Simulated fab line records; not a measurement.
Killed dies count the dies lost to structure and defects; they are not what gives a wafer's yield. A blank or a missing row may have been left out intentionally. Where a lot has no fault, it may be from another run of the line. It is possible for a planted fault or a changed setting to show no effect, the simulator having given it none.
Comparing a struck lot with a sound one	flow sky130	17 steps out of a route of 708
Sound: the wafers L239.1, L239.2, L239.5. Wafers struck: L243.3, L243.5, L243.6. Last of all comes the cause.
Order at every step that has rows: each side's tool, ch and its chambers, its first start. Under that, the readings that differ: sound wafers	struck wafers	difference of the means	sigmas: that difference in standard deviations of wafers without a fault.
alike: words and numbers the same on both sides, and readings whose means are apart by under 2 such deviations; not compared: readings that were withheld, readings missing a value for some wafer, numbers with overlapping values and no deviation given by the record, and bounds like >300 which may hide the same value.
A row with sigmas, a row that says differs or no value, or rows on one side alone: a step with any of these is where the two part. When numbers do not overlap yet have no deviation, they are printed without sigmas and do not part them. A reading that every wafer of one side lacks parts them only if that side has two wafers or more.

SKY_VT_ADJUST_HVTR_OVL_MEAS_08:
  sound: overlay-02 at day 9 21:11; struck: overlay-02 at day 11 02:58
  alike: VT_ADJUST_HVTR_OVL
next, for these wafers, 1 step has no rows: SKY_VT_ADJUST_HVTR_IMPLANT_09.
SKY_VT_ADJUST_HVTR_STRIP_10: strips in O2/N2.
  sound on plasma-asher-04 ch 0,1, day 9 21:22; struck on plasma-asher-04 ch 0,1, day 11 03:11
reading	sound	struck	difference	sigmas
strip-time-to-endpoint-s (s)	14.21 14.15 14.19	14.13 14.06 14.11	-0.08	-2
  alike: drypump-motor-current-A, oes-product-au
  not compared: rf-hours-counter-h
SKY_VT_ADJUST_HVTR_TW_MEAS_11:
  sound: film-metro-04 at day 9 21:28; struck: film-metro-02 at day 11 03:16
reading	sound	struck	difference	sigmas
VT_ADJUST_HVTR_TW	213.5 211.9 211.3	208.4 208.6 208.4	-3.8	-2
then, 7 steps without rows for these wafers: SKY_VT_ADJUST_PCH_DEHYDRATE_00 (time 60 s); SKY_VT_ADJUST_PCH_HMDS_01 (prime time 60 s); SKY_VT_ADJUST_PCH_COAT_02 (resist thk 3000 nm); SKY_VT_ADJUST_PCH_SOFTBAKE_03; SKY_VT_ADJUST_PCH_EXPOSE_04 (exposes mask NWM, target cd 840 nm); SKY_VT_ADJUST_PCH_PEB_05; SKY_VT_ADJUST_PCH_DEVELOP_06 (develop time 60 s).
SKY_VT_ADJUST_PCH_OVL_MEAS_07:
  sound: overlay-02 at day 10 19:37; struck: overlay-02 at day 12 03:02
  alike: VT_ADJUST_PCH_OVL
SKY_VT_ADJUST_PCH_IMPLANT_08:
  sound on implanter-03 ch 0, day 10 19:39; struck on implanter-03 ch 0, day 12 03:07
reading	sound	struck	difference	sigmas
beam-on-s (s)	9.97 9.70 9.85	14.02 13.89 14.58	+4.32	+22
end-station-pressure-torr (Torr)	5.42e-06 5.04e-06 4.73e-06	0.00011102 0.00012542 0.00012414	+0.00011513	+99 or more
faraday-current-uA	2.81 2.88 2.85	2.03 2.05 1.95	-0.84	-15
SKY_VT_ADJUST_PCH_STRIP_09: strips in O2/N2.
  sound on plasma-asher-04 ch 0,1, day 10 19:48; struck on plasma-asher-02 ch 0,1, day 12 03:15
reading	sound	struck	difference	sigmas
strip-time-to-endpoint-s (s)	36.92 36.88 37.02	37.32 37.15 37.14	+0.26	+3
  alike: drypump-motor-current-A, oes-product-au
  not compared: rf-hours-counter-h
SKY_VT_ADJUST_PCH_TW_MEAS_10:
  sound: film-metro-03 at day 10 19:54; struck: film-metro-02 at day 12 03:20
reading	sound	struck	difference	sigmas
VT_ADJUST_PCH_TW	142.3 141.3 142.8	149.6 149.3 149.5	+7.3	+7
then, 1 step without rows for these wafers: SKY_SONOS_TUNNEL_DEHYDRATE_00 (time 60 s).
-- record jumps: 35 days separate the struck wafers' starts on either side; left off in module SONOS_TUNNEL, taken up again in module PAD_OPEN, whose first shown step is the route's number 708 --
SKY_PAD_OPEN_PROBE_99:
  sound: prober-01 at day 46 00:38; struck: prober-02 at day 47 13:29
reading	sound	struck	difference	sigmas
killed_at_M4_up	1 6 7	2 1 0	-4	-2
model.etest.pfet_01v8_lvt.drive-ua-um	178.8 173 175.7	179 185.2 179.6	+5	
model.etest.pfet-g5v0d10v5.off-log10-a-um	-12.6 -12.52 -12.63	-11.86 -11.77 -11.92	+0.73	
model.etest.pfet-g5v0d10v5.vt-sat-v (V)	-0.6375 -0.6352 -0.6415	-0.5648 -0.5694 -0.5724	+0.0692	
model.etest.pfet_16v.vt-v (V)	-1.091 -1.114 -1.1	-1.059 -1.032 -1.045	+0.056	
model.etest.pfet-g5v0d10v5.vt-v (V)	-0.8347 -0.8303 -0.8264	-0.7796 -0.7889 -0.7818	+0.0470	
model.etest.pfet-g5v0d10v5.vt-long-v (V)	-0.9285 -0.943 -0.927	-0.8968 -0.8725 -0.8894	+0.0466	
model.etest.pfet_01v8_lvt.vt-sat-v (V)	-0.4012 -0.4181 -0.4176	-0.388 -0.3803 -0.3916	+0.026	
  alike: killed_at_M0_to_M3, killed-at-contacts, killed-at-front-end, killed-at-other, killed-dies, killed-on-rim, killed-open, killed-short
  not compared: model.etest.pfet_01v8_lvt.off-log10-a-um

== WHERE THEY PART ==
Last at SKY_PAD_OPEN_PROBE_99 as far as this record goes, first at SKY_VT_ADJUST_HVTR_STRIP_10.

WHY: the cause the simulator had injected
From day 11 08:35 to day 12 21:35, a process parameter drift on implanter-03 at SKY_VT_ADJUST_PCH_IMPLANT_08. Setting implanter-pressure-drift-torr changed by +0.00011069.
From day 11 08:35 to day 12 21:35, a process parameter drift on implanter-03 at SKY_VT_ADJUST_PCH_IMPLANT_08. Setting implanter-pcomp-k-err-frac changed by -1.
